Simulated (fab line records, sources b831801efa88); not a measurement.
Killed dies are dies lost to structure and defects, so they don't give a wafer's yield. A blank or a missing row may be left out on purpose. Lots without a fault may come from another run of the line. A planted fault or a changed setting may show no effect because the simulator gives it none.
Problem report in the 8D (eight disciplines) form, filled by code | flow sky130 | the parts of the form that need people (team, actions taken, sign-off) are left out

1. THE PROBLEM
plate_temp_C at SKY_METAL3_SOFTBAKE_09 reads a mean of 102.76 C on 9 wafers of 3 lots; wafers without a fault read 100.00 C with a standard deviation of 0.12. That is +23 standard deviations from the usual mean.
The step: time 90 s.
First seen on wafer L919.1, day 41 20:00, on litho_track-01. The record holds 39 wafers of 13 lots with a number at this step. Rule for "out", or "out of limits": more than 4 standard deviations from the usual mean. The other wafers with a number count as sound.

2. WHAT IT IS AND WHAT IT IS NOT
question                    | is                                 | is not
which readings at this step | plate_temp_C, heater_power_total_W | resist_line_temp_C
which lots                  | L919, L920, L921                   | L906, L907, L908, L910, L911, L912, L916, L917, L918, L929
which wafers of those lots  | all that have a number             | -
read on which tools         | litho_track-01                     | litho_track-02, litho_track-03
when                        | from day 41 20:00                  | up to then (27 sound wafers); but 3 sound wafers of L929 came after

3. SUSPECTS, AND WHAT RULES EACH OUT
Counting: a tool at a process step up to the reading stays a suspect if it ran every lot that is out and no sound lot after the first of them.
- litho_track-01 at SKY_METAL3_SOFTBAKE_09 (time 90 s): ruled out as a lasting fault. Sound lots L929 ran on it after its first lot that is out, L919 (day 41 20:00).
Left after counting: nothing in the record.

4. THE CAUSE (what the simulator had put in)
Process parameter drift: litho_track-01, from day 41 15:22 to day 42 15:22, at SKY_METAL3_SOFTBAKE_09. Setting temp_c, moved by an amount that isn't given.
Counting ruled it out, wrongly.

5. THE CHAIN OF EFFECTS, in route order
Each row: a reading whose mean over the struck wafers that have a number lies more than 3 standard deviations from the usual. Only readings for which the record gives a usual standard deviation are gone through. hours: the time from each lot's start at the first step in this table that gives one to its start at this step, as a median over the lots. sigmas: the change in usual standard deviations.
hours | step                   | reading              | usual    | on struck wafers | change | sigmas
0     | SKY_METAL3_SOFTBAKE_09 | heater_power_total_W | 57.36 W  | 59.47            | +2.11  | +18
0     | SKY_METAL3_SOFTBAKE_09 | plate_temp_C         | 100.00 C | 102.76           | +2.76  | +23
The process steps in it:
- SKY_METAL3_SOFTBAKE_09: time 90 s.

6. WHAT WOULD HAVE CAUGHT IT SOONER
In this record the first reading out of limits was taken at day 41 20:00, 5 hours after the fault began at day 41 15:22.
